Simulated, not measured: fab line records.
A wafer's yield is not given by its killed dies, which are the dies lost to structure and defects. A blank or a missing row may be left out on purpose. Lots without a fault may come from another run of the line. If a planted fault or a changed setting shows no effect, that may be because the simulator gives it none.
Matching of chambers | flow gf180mcu | GF_V1_ETCH_16 on rieDiel-03: 4 sister chambers
The step etches BARC in N2/H2. 14 wafers are shown with their chamber, then 7 later ones without.

== WAFERS PAIRED WITH THEIR CHAMBERS ==
wafer  | chamber | drypumpMotorCurrentA (A) | throttleValvePct (%) | oesProductAu (a.u.)
L932.3 | 3       | 4.6                      | 13.221               | 0.851
L932.4 | 0       | 5.3                      | 13.218               | 0.854
L932.5 | 0       | 5.3                      | 13.215               | 0.848
L933.3 | 2       | 6.0                      | 13.213               | 0.855
L933.4 | 3       | 4.7                      | 13.221               | 0.849
L933.5 | 1       | 5.7                      | 13.245               | 0.852
L934.2 | 3       | 4.7                      | 13.205               | 0.854
L934.4 | 1       | 5.7                      | 13.229               | 0.849
L934.5 | 1       | 5.7                      | 13.224               | 0.851
L935.2 | 3       | 4.7                      | 13.236               | 0.850
L935.3 | 2       | 6.0                      | 13.223               | 0.850
L935.5 | 3       | 4.7                      | 13.215               | 0.857
L938.2 | 0       | 5.3                      | 13.223               | 0.864
L938.3 | 3       | 4.7                      | 13.217               | 0.858

SIGNATURES (means of the wafers above)
reading              | chamber 0 | chamber 1 | chamber 2 | chamber 3 | scatter within a chamber
drypumpMotorCurrentA | 5.300     | 5.700     | 6.000     | 4.683     | 0.0289
throttleValvePct     | 13.21867  | 13.23267  | 13.21800  | 13.21917  | 0.00914
oesProductAu         | 0.85533   | 0.85067   | 0.85250   | 0.85317   | 0.00468
Rule: for each reading, subtract the chamber's mean from the wafer's reading, divide by that reading's scatter and square the result; add these up over the readings and take the root, which gives the wafer's distance from the chamber. The wafer belongs to the nearest chamber; if the next one is less than 2 further off, it can't be placed. The scatter: the root of (the sum of the squares of (reading less its chamber's mean) over the shown wafers, divided by (wafers less chambers)).

== WAFERS MISSING THEIR CHAMBER ==
wafer  | drypumpMotorCurrentA (A) | throttleValvePct (%) | oesProductAu (a.u.)
L938.6 | 6.0                      | 13.211               | 0.858
L945.2 | 5.8                      | 13.235               | 0.848
L945.4 | 5.7                      | 13.222               | 0.856
L945.5 | 5.4                      | 13.225               | 0.855
L951.1 | 6.0                      | 13.218               | 0.857
L951.2 | 5.3                      | 13.234               | 0.855
L951.6 | 5.4                      | 13.224               | 0.848

== THE CHAMBER EACH PASSED THROUGH ==
wafer  | from the rows above | in truth
L938.6 | 2                   | 2
L945.2 | 1                   | 1
L945.4 | 1                   | 1
L945.5 | 0                   | 0
L951.1 | 2                   | 2
L951.2 | 0                   | 0
L951.6 | 0                   | 0
Correctly placed: 7 of 7. Number that these rows cannot place: 0. Placed wrongly: 0.
